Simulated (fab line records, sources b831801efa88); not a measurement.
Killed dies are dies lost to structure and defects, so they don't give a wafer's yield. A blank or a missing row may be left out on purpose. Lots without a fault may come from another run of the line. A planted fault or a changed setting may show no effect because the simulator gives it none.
Chamber matching | flow sky130 | SKY_LI_CONTACT_ETCH_14 on rie_diel-02: 4 sister chambers
The step etches BARC in N2/H2, stops on SiO2, time 45.9 s, target depth 60 nm. 8 wafers are shown with their chamber, then 7 later ones without.

WAFERS WITH THEIR CHAMBER
wafer  | chamber | oes_product_au (a.u.) | throttle_valve_pct (%)
L668.3 | 3       | 0.852                 | 13.228
L670.1 | 0       | 0.850                 | 13.232
L670.6 | 1       | 0.855                 | 13.232
L676.3 | 0       | 0.853                 | 13.220
L676.4 | 2       | 0.864                 | 13.225
L676.6 | 1       | 0.855                 | 13.226
L677.2 | 2       | 0.848                 | 13.231
L677.4 | 3       | 0.855                 | 13.211

WAFERS WITHOUT THEIR CHAMBER
wafer  | oes_product_au (a.u.) | throttle_valve_pct (%)
L677.5 | 0.853                 | 13.236
L681.4 | 0.856                 | 13.224
L681.5 | 0.857                 | 13.229
L681.6 | 0.853                 | 13.218
L682.4 | 0.858                 | 13.217
L682.5 | 0.852                 | 13.215
L682.6 | 0.852                 | 13.238

WHICH CHAMBER EACH WENT THROUGH
wafer  | from the rows above               | in truth
L677.5 | can't be placed: 1 or 2 or 0 or 3 | 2
L681.4 | can't be placed: 2 or 1 or 3 or 0 | 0
L681.5 | can't be placed: 2 or 1 or 0 or 3 | 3
L681.6 | can't be placed: 3 or 0 or 2 or 1 | 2
L682.4 | can't be placed: 3 or 2 or 0 or 1 | 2
L682.5 | can't be placed: 3 or 0 or 2 or 1 | 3
L682.6 | can't be placed: 1 or 2 or 0 or 3 | 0
Placed correctly: 0 of 7. Can't be placed from these rows: 7 (the true chamber is among the candidates in 7). Placed wrongly: 0.
How it was worked out, from the rows above alone: a wafer's distance from a chamber is the root of the sum, over the readings, of the square of ((its reading less the chamber's mean) divided by the reading's scatter). The wafer belongs to the nearest chamber; if the next one is less than 2 further off, it can't be placed. A chamber's mean is the mean of its shown wafers. The scatter: the root of (the sum of the squares of (reading less its chamber's mean) over the shown wafers, divided by (wafers less chambers)).
